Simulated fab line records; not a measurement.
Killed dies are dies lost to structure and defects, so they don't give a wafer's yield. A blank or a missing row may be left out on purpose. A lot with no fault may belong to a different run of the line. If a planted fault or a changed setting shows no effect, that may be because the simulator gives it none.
fab line records	flow sky130
record: lots: 6	wafers: 18	last_day: 50
route steps=708 shown RES_PROTECT@209 POLY_GATE@213 PAD_OPEN@708
lots untouched by any fault: they come from a run of this same line in which no faults occurred
start_h: the number of hours between the record's first day and the start of the first shown wafer of the lot	wait_h: hours elapsed since this lot's preceding step	" same as the row above	L1.1+2: one row covering several wafers at once	- either no value or no given start	* or withheld: withheld	< > ~ a bound
route shown NAME@n: names a module that has steps shown in the file, with the first one's number in the route	usual: mean/standard deviation of fault-free wafers	same: alike in all rows	chamber/n: place in a boat	sites: readings site by site	_std_site: the standard deviation of these	_edge_site: outer sites' mean less inner sites'	radius_mm: for every site, how far away it sits from the centre of the wafer	mask NAME#n: copy n	behind: the most recent tool/chamber to have shaped the wafer	hold: the reason the lot was held/the length of the hold in hours/how it ended	device: transistor that didn't switch, given as n, p or np	end of line: the tests these same wafers got at the end of their route	for a step that has no rows: nothing shown but its recipe	killed: dies that structure and defects cost at the first sort, which is not the same as the wafer's yield	map: a wafer's dies, x killed, . not, _ none there
set.NAME: the run value of the setting; set.NAME@STEP: its run value at that earlier step	model.NAME: the simulator's own value behind a step, which no gauge read
certain route steps with their lots: each step a table, each wafer a row
services: when a tool's chamber went out of use (start_h, in hours from the record's first day, below 0 if earlier), for how many hours, and the reason
== steps ==
step: SKY_RES_PROTECT_SOFTBAKE_03
recipe: temp_c: 90	time_s: 60	resist: NOVOLAK
step: SKY_RES_PROTECT_EXPOSE_04
recipe: mask_id: RPM	na: 0.6	source_shape: conventional	sigma_outer: 0.6	polarization: unpolarized	target_cd_nm: 1270	dose_mj: 131
step: SKY_RES_PROTECT_PEB_05
recipe: temp_c: withheld	time_s: *	resist: NOVOLAK
step: SKY_RES_PROTECT_DEVELOP_06
recipe: resist: NOVOLAK	developer: TMAH	develop_time_s: 60	dev_temp_c: 23
step: SKY_POLY_GATE_IMPLANT_02
recipe: species: P	energy_kev: 30.18	dose_cm2: 7.7e+15	tilt_deg: 0
step: SKY_RES_PROTECT_STRIP_07
recipe: chemistry: O2/N2	power_w: 1400	pressure_mtorr: 1500	platen_temp_c: withheld	o2_flow_sccm: 3000	n2_flow_sccm: 300	overash_fraction: 0.5
usual: chamber_pressure_mTorr: 1500.2/1.3	drypump_motor_current_A: 5.91/0.27	oes_product_au: 0.516/0.0049	strip_time_to_endpoint_s: 23.36/0.033
lot.wafer	tool	chamber	start_h	wait_h	chamber_pressure_mTorr	drypump_motor_current_A	oes_product_au	rf_hours_counter_h	strip_time_to_endpoint_s
L302.1	plasma_asher-01	0	370.95	0.1	1500.5	6.25	0.512	26	23.38
L302.4	"	1	"	"	1498.6	5.47	0.522	-	23.39
L302.5	"	1	"	"	1500.7	5.45	0.515	-	23.37
L305.1	plasma_asher-03	0	405.06	0.1	1500.9	5.55	0.517	57	23.34
L305.3	"	0	"	"	1498.6	5.56	0.517	-	23.35
L305.6	"	1	"	"	1502.5	5.96	0.518	-	23.32
L311.2	plasma_asher-04	0	460.71	0.1	1499.5	6.12	0.514	69	23.30
L311.3	"	1	"	"	1501.9	6.01	0.515	-	23.32
L311.6	"	1	"	"	1503.1	6.01	0.518	-	23.34
L313.3	plasma_asher-04	1	473.85	0.1	1502.3	6.03	0.519	-	23.36
L313.4	"	0	"	"	1498.2	6.14	0.517	-	23.33
L313.6	"	0	"	"	1501.1	6.13	0.513	-	23.35
L314.2	plasma_asher-01	0	483.80	0.1	1499.6	6.27	0.516	38	23.36
L314.3	"	1	"	"	1500.1	5.42	0.524	-	23.35
L314.6	"	1	"	"	1499.1	5.43	0.516	-	23.30
L321.3	plasma_asher-04	0	541.93	0.1	1499.1	6.14	0.519	-	23.36
L321.4	"	1	"	"	1499.0	6.03	0.518	-	23.38
L321.5	"	0	"	"	1499.2	6.11	0.516	-	23.35
step: SKY_RES_PROTECT_TW_MEAS_08
usual: POLY_GATE_TW: 4053/36
lot.wafer	tool	chamber	start_h	wait_h	POLY_GATE_TW
L302.1	film_metro-02	-	371.05	0.1	4011
L302.4	"	-	"	"	3999
L302.5	"	-	"	"	4002
L305.1	film_metro-04	-	405.16	0.1	4074
L305.3	"	-	"	"	4072
L305.6	"	-	"	"	4079
L311.2	film_metro-04	-	460.82	0.1	4065
L311.3	"	-	"	"	4039
L311.6	"	-	"	"	4074
L313.3	film_metro-04	-	473.94	0.1	4041
L313.4	"	-	"	"	4065
L313.6	"	-	"	"	4063
L314.2	film_metro-04	-	483.91	0.1	4047
L314.3	"	-	"	"	4044
L314.6	"	-	"	"	4055
L321.3	film_metro-01	-	542.02	0.1	4124
L321.4	"	-	"	"	4104
L321.5	"	-	"	"	4135
step: SKY_RES_PROTECT_CLEAN_09
recipe: chemistry: SC1/SC2	mix: 1:4:20	temp_c: 70	time_s: 150	dry: n2_spin
step: SKY_POLY_GATE_CVD_03
recipe: material: Si3N4	precursor: DCS/NH3	target_thk_nm: 75	temp_c: 770	time_s: 1290	pressure_mtorr: 250
step: SKY_POLY_GATE_THK_MEAS_04
recipe: reads: Si3N4_of_POLY_GATE_CVD_03
usual: POLY_GATE_CVD_03_THK: 75.2/0.72
lot.wafer	tool	chamber	start_h	wait_h	POLY_GATE_CVD_03_THK[nm]
L302.1	film_metro-02	-	372.52	0.0	75.1
L302.4	"	-	"	"	75.2
L302.5	"	-	"	"	75.7
L305.1	film_metro-01	-	407.80	0.0	74.9
L305.3	"	-	"	"	74.9
L305.6	"	-	"	"	75.0
L311.2	film_metro-02	-	463.22	0.0	75.8
L311.3	"	-	"	"	75.1
L311.6	"	-	"	"	75.2
L313.3	film_metro-01	-	477.72	0.0	75.9
L313.4	"	-	"	"	75.7
L313.6	"	-	"	"	75.7
L314.2	film_metro-01	-	486.06	0.0	75.4
L314.3	"	-	"	"	75.6
L314.6	"	-	"	"	75.1
L321.3	film_metro-01	-	543.49	0.0	74.5
L321.4	"	-	"	"	74.2
L321.5	"	-	"	"	74.4
step: SKY_POLY_GATE_DEHYDRATE_05
recipe: temp_c: 200	time_s: 60
step: SKY_POLY_GATE_HMDS_06
recipe: prime_time_s: 60	prime_temp_c: 120
step: SKY_POLY_GATE_COAT_07
recipe: resist: BARC	temp_c: withheld	time_s: withheld	spin_rpm: 3000	resist_thk_nm: 110
usual: exhaust_pa: 45.1/0.83
lot.wafer	tool	chamber	start_h	wait_h	exhaust_pa	model.BARC_of_POLY_GATE_COAT_07.thk_nm
L302.1	litho_track-03	0	386.47	0.1	46.1	109.8
L302.4	"	0	"	"	45.3	109.7
L302.5	"	0	"	"	46.6	109.9
L305.1	litho_track-03	0	423.37	0.1	45.2	110.1
L305.3	"	0	"	"	44.9	109.7
L305.6	"	0	"	"	45.2	110.2
L311.2	litho_track-03	0	478.39	0.1	44.9	109.7
L311.3	"	0	"	"	45.6	109.6
L311.6	"	0	"	"	43.7	109.7
L313.3	litho_track-03	0	493.17	0.1	46.4	107.8
L313.4	"	0	"	"	46.0	107.4
L313.6	"	0	"	"	46.2	107.6
L314.2	litho_track-03	0	500.99	0.1	44.7	107.4
L314.3	"	0	"	"	44.4	107.4
L314.6	"	0	"	"	45.6	107.5
L321.3	litho_track-04	0	558.90	0.1	44.5	110.3
L321.4	"	0	"	"	46.2	110
L321.5	"	0	"	"	46.0	110
step: SKY_POLY_GATE_COAT_08
recipe: resist: KrF-thick	spin_rpm: 3000	resist_thk_nm: 450
step: SKY_POLY_GATE_SOFTBAKE_09
recipe: temp_c: 100	time_s: 90	resist: KrF-thick
step: SKY_POLY_GATE_EXPOSE_10
recipe: mask_id: P1M	na: 0.68	source_shape: conventional	sigma_outer: 0.6	target_cd_nm: 150	dose_mj: 28.55
step: SKY_POLY_GATE_PEB_11
recipe: peb_temp_c: withheld	peb_time_s: withheld	resist: KrF-thick
step: SKY_POLY_GATE_DEVELOP_12
recipe: develop_time_s: 60	resist: KrF-thick	dev_temp_c: 21
step: SKY_POLY_GATE_CD_MEAS_13
recipe: target_cd_nm: 150
usual: cd_nm: 150.3/1.8
lot.wafer	tool	chamber	start_h	wait_h	cd_nm
L302.1	cd_sem-02	-	401.97	-	149.4
L302.4	"	-	"	"	149.7
L302.5	"	-	"	"	148.8
L305.1	cd_sem-01	-	438.60	-	147.1
L305.3	"	-	"	"	147.0
L305.6	"	-	"	"	148.5
L311.2	cd_sem-02	-	494.47	-	153.3
L311.3	"	-	"	"	153.7
L311.6	"	-	"	"	153.4
L313.3	cd_sem-02	-	508.76	-	153.1
L313.4	"	-	"	"	152.4
L313.6	"	-	"	"	151.6
L314.2	cd_sem-02	-	516.99	-	153.5
L314.3	"	-	"	"	153.5
L314.6	"	-	"	"	152.7
L321.3	cd_sem-02	-	574.39	-	149.5
L321.4	"	-	"	"	149.3
L321.5	"	-	"	"	149.2
step: SKY_POLY_GATE_OVL_MEAS_14
usual: POLY_GATE_OVL: -4/5.4
lot.wafer	tool	chamber	start_h	wait_h	POLY_GATE_OVL[nm]
L302.1	overlay-02	-	402.09	0.1	-4
L302.4	"	-	"	"	-5
L302.5	"	-	"	"	-6
L305.1	overlay-02	-	438.72	0.1	-11
L305.3	"	-	"	"	-7
L305.6	"	-	"	"	-11
L311.2	overlay-01	-	494.58	0.1	-4
L311.3	"	-	"	"	-2
L311.6	"	-	"	"	-5
L313.3	overlay-01	-	508.85	0.1	-10
L313.4	"	-	"	"	-12
L313.6	"	-	"	"	-16
L314.2	overlay-01	-	517.09	0.1	1
L314.3	"	-	"	"	4
L314.6	"	-	"	"	5
L321.3	overlay-02	-	574.48	0.1	-4
L321.4	"	-	"	"	1
L321.5	"	-	"	"	-5
step: SKY_POLY_GATE_ETCH_15
recipe: chemistry: N2/H2	target: BARC	ion_energy_ev: 200	source_w: 500	bias_w: 100	pressure_mtorr: 30	n2_flow_sccm: 100	h2_flow_sccm: 200	stop_on: SiO2	time_s: 118.5	target_depth_a: 1100
usual: chamber_pressure_mTorr: 30.001/0.026	drypump_motor_current_A: 5.6/0.49	oes_product_au: 0.716/0.0049	throttle_valve_pct: 13.212/0.0088
lot.wafer	tool	chamber	start_h	wait_h	chamber_pressure_mTorr	drypump_motor_current_A	oes_product_au	rf_hours_counter_h	throttle_valve_pct	model.etch.depth_nm
L302.1	rie_diel-04	3	402.12	0.0	30.005	5.9	0.721	36	13.198	109.8
L302.4	"	1	"	"	29.997	6.3	0.704	93	13.207	109.7
L302.5	"	2	"	"	30.013	5.7	0.717	-	13.199	109.9
L305.1	rie_diel-04	3	438.76	0.0	30.042	5.9	0.723	36	13.208	110.1
L305.3	"	1	"	"	30.017	6.3	0.710	94	13.198	109.7
L305.6	"	3	"	"	29.985	5.9	0.714	-	13.211	110.2
L311.2	rie_diel-03	3	494.61	0.0	29.991	5.5	0.714	59	13.213	109.7
L311.3	"	2	"	"	29.998	5.9	0.708	15	13.205	109.6
L311.6	"	1	"	"	29.978	5.0	0.712	-	13.211	109.7
L313.3	rie_diel-02	3	508.87	0.0	29.956	6.4	0.704	18	13.199	107.8
L313.4	"	1	"	"	30.041	5.6	0.702	3	13.219	107.4
L313.6	"	3	"	"	30.005	6.4	0.708	-	13.212	107.6
L314.2	rie_diel-03	0	517.12	0.0	29.978	5.0	0.707	9	13.220	107.4
L314.3	"	1	"	"	30.027	5.0	0.704	3	13.210	107.4
L314.6	"	1	"	"	29.963	5.0	0.710	-	13.203	107.5
L321.3	rie_diel-04	0	574.51	0.0	30.013	5.7	0.716	4	13.214	110.3
L321.4	"	1	"	"	30.016	6.3	0.716	1	13.231	110
L321.5	"	2	"	"	29.974	5.7	0.713	-	13.220	110
step: SKY_POLY_GATE_ETCH_16
recipe: stop_on: poly-Si	chemistry: CH3F/O2	target: Si3N4	source_w: 400	bias_w: 80	pressure_mtorr: 25	ch3f_flow_sccm: 40	O2_flow_sccm: 30	time_s: 147.5	target_depth_a: 750
usual: ch3f_flow_sccm: 40.00/0.11	chamber_pressure_mTorr: 25.002/0.022	drypump_motor_current_A: 5.6/0.48	oes_product_au: 0.641/0.0052	throttle_valve_pct: 10.535/0.0098
lot.wafer	tool	chamber	start_h	wait_h	ch3f_flow_sccm	chamber_pressure_mTorr	drypump_motor_current_A	oes_product_au	rf_hours_counter_h	throttle_valve_pct
L302.1	rie_diel-04	3	402.21	0.0	39.87	25.015	6.0	0.640	36	10.526
L302.4	"	1	"	"	39.97	25.002	6.3	0.641	93	10.545
L302.5	"	2	"	"	40.08	25.009	5.7	0.644	-	10.520
L305.1	rie_diel-04	3	438.84	0.0	39.85	25.020	5.9	0.634	36	10.531
L305.3	"	1	"	"	39.94	25.025	6.3	0.642	94	10.526
L305.6	"	3	"	"	39.97	24.998	5.9	0.641	-	10.536
L311.2	rie_diel-03	3	494.69	0.0	39.71	25.015	5.5	0.645	59	10.534
L311.3	"	2	"	"	39.99	24.989	5.9	0.640	15	10.525
L311.6	"	1	"	"	39.89	25.007	5.0	0.644	-	10.528
L313.3	rie_diel-02	3	508.96	0.0	40.02	25.036	6.4	0.644	18	10.519
L313.4	"	1	"	"	39.99	24.987	5.6	0.633	3	10.532
L313.6	"	3	"	"	39.94	24.981	6.4	0.640	-	10.531
L314.2	rie_diel-03	0	517.21	0.0	39.89	25.035	5.0	0.648	9	10.524
L314.3	"	1	"	"	40.02	25.000	5.0	0.643	3	10.536
L314.6	"	1	"	"	39.97	25.007	5.0	0.640	-	10.523
L321.3	rie_diel-04	0	574.59	0.0	39.89	25.017	5.7	0.643	4	10.515
L321.4	"	1	"	"	40.18	25.024	6.2	0.637	1	10.540
L321.5	"	2	"	"	40.24	24.998	5.7	0.630	-	10.529
step: SKY_PAD_OPEN_PROBE_99
usual: killed_at_M0_to_M3: 43/5.9	killed_at_M4_up: 2.9/1.5	killed_at_contacts: 24/5	killed_at_front_end: 15/4.8	killed_at_other: 0.2/0.5	killed_dies: 86/9.3	killed_open: 47/7.1	killed_short: 38/6.3
same: gross_dies: 492	killed_at_back_side: 0
lot.wafer	tool	chamber	start_h	wait_h	killed_at_M0_to_M3	killed_at_M4_up	killed_at_contacts	killed_at_front_end	killed_at_other	killed_dies	killed_open	killed_short
L311.2	prober-02	-	1164.38	0.1	43	3	21	12	0	79	47	32
L311.3	prober-02	-	1164.43	0.2	44	3	29	18	0	94	48	46
L311.6	prober-02	-	1164.58	0.2	43	3	18	21	0	85	45	40
killed by level:class
L311.2 VIA1:geometric_particle:open=12 CONTACT:geometric_particle:open=8 VIA2:geometric_particle:open=8 VIA3:geometric_particle:open=8 CONTACT:geometric_particle:short=6 METAL1:geometric_particle:short=5 LI_CONTACT:geometric_particle:open=4 FIELD_ISO:geometric_particle:open=3
L311.3 VIA1:geometric_particle:open=9 CONTACT:geometric_particle:short=8 CONTACT:geometric_particle:open=8 METAL1:geometric_particle:short=8 VIA3:geometric_particle:open=8 FIELD_ISO:geometric_particle:open=5 LI_CONTACT:geometric_particle:open=5 LOCAL_INTERCONNECT:geometric_particle:short=5
L311.6 VIA1:geometric_particle:open=8 CONTACT:geometric_particle:open=8 VIA2:geometric_particle:open=7 METAL1:geometric_particle:short=7 POLY_GATE:geometric_particle:short=6 VIA1:geometric_particle:short=6 FIELD_ISO:geometric_particle:short=5 POLY_GATE:geometric_particle:open=5
== services ==
tool	chamber	start_h	hours	kind
rie_diel-04	0	349.19	6.7	repair
plasma_asher-03	-	353.31	1.8	repair
plasma_asher-03	-	357.79	8.6	repair
rie_diel-04	0	360.10	-	clean
rie_diel-04	0	360.10	14.1	scheduled_down
rie_diel-04	0	360.10	14.1	vent_cycle
plasma_asher-01	-	379.05	2.8	pm
plasma_asher-04	-	398.06	14.6	pm
rie_diel-04	1	420.02	2.8	repair
plasma_asher-04	-	443.68	1.4	repair
rie_diel-02	2	475.31	-	clean
rie_diel-02	2	475.31	14.3	scheduled_down
rie_diel-02	2	475.31	14.3	vent_cycle
plasma_asher-04	-	482.46	13.5	repair
rie_diel-04	1	489.78	-	clean
rie_diel-04	1	489.78	18.7	scheduled_down
rie_diel-04	1	489.78	18.7	vent_cycle
rie_diel-03	2	497.50	6.0	repair
rie_diel-02	0	551.98	9.7	repair
plasma_asher-03	-	555.24	14.6	pm
== key ==
first_sign none at tools or gauges
model_effect: step: SKY_POLY_GATE_COAT_07	value: BARC_of_POLY_GATE_COAT_07.thk_nm	without: 109.9	struck: 107.5
model_effect: step: SKY_POLY_GATE_ETCH_15	value: etch.depth_nm	without: 109.9	struck: 107.5
met_at SKY_POLY_GATE_COAT_07
struck_wafers L313.3,L313.4,L313.6,L314.2,L314.3,L314.6
tester_left_out L313,L314
onset_between 478.39 493.17
fault: kind: process_parameter_drift	tool: litho_track-03	chamber: -	onset_h: 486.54	steps: SKY_POLY_GATE_COAT_07	channel: resist_thk_nm	offset: -2.3929	shape: step	end_h: 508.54	acts_in: these_recipes_only	stated: 110
tester_left_out: of these lots the tester's yield and bins aren't shown, on N5 and GAA mostly nor the transistor test; their killed dies are dies lost to structure and defects alone, not to doping, threshold or leakage, so they don't give the yield
